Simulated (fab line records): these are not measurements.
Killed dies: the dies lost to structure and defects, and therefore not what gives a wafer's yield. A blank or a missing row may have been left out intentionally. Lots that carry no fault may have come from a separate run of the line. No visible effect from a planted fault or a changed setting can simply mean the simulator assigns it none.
Problem report, 8D (eight disciplines) form, completed by code | flow gf180mcu | the parts of the form that need people (team, actions taken, sign-off) are left out

## 1. WHAT IS WRONG
GF_SAB_WET_ETCH_12, runLengthS: mean 271 s on 3 wafers (1 lot); fault-free wafers 469 s, standard deviation 3.9. Relative to the usual mean, that is a shift of -51 standard deviations.
The step: etches SiO2 in dHF, target depth 22 nm, time 440 s.
Earliest sighting: wafer L882.2 on wetBench-04 at day 16 10:51. At this step, 15 wafers from 5 lots have a number in the record. Rule for "out", or "out of limits": more than 4 standard deviations from the usual mean. The other wafers with a number count as sound.

## 2. WHAT IT IS; WHAT IT IS NOT
question                    | is                     | is not
which readings at this step | runLengthS             | -
which lots                  | L882                   | L879, L880, L893, L896
which wafers of those lots  | all that have a number | -
read on which tools         | wetBench-04            | wetBench-01, wetBench-02
when                        | from day 16 10:51      | up to then (6 sound wafers); but 6 sound wafers of L893, L896 came after

## 3. WHAT RULES OUT EACH SUSPECT
Counting: a tool at a process step up to the reading stays a suspect if it ran every lot that is out and no sound lot after the first of them.
- pecvd-03 at GF_SAB_CVD_00 (deposits SiO2 from TEOS, target thk 50 nm, time 4.9302 s): kept. It ran the lot that is out, L882 (day 15 12:52), and no sound lot after that.
- rieDiel-04 at GF_SAB_ETCH_11 (etches SiO2 in C4F8/O2/Ar, target depth 55 nm, time 8.5 s): kept. It ran the lot that is out, L882 (day 16 10:50), and no sound lot after that; its last sound lot up to then is L880 (day 15 18:28).
- wetBench-04 at GF_SAB_WET_ETCH_12 (etches SiO2 in dHF, target depth 22 nm, time 440 s): kept. It ran the lot that is out, L882 (day 16 10:51), and no sound lot after that; its last sound lot up to then is L879 (day 15 07:32). Out on those wafers are its own readings of runLengthS.
pecvd-03 at GF_SAB_CVD_00, rieDiel-04 at GF_SAB_ETCH_11 and wetBench-04 at GF_SAB_WET_ETCH_12 are what is left after counting.

## 4. THE CAUSE (what the simulator had put in)
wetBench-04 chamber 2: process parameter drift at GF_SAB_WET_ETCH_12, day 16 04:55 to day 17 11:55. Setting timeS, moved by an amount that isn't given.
Counting leaves 3 suspects; this tool is one of them.

## 5. SEQUENCE OF EFFECTS, ordered by route
One row per reading whose mean, taken over the struck wafers that have a number, lies over 3 standard deviations from the usual. Scope: only readings with a usual standard deviation given in the record; hours: median across lots of the time from each lot's start at the first step in this table that gives one to its start at this step; sigmas: change in usual standard deviations.
hours | step               | reading    | usual | on struck wafers | change | sigmas
0     | GF_SAB_WET_ETCH_12 | runLengthS | 469 s | 271              | -198   | -51
The process steps in it:
- GF_SAB_WET_ETCH_12: etches SiO2 in dHF, target depth 22 nm, time 440 s.

## 6. WHAT WOULD HAVE CAUGHT IT SOONER
In this record no reading fell out of limits until day 16 10:51, 6 hours after the fault had begun at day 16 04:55.
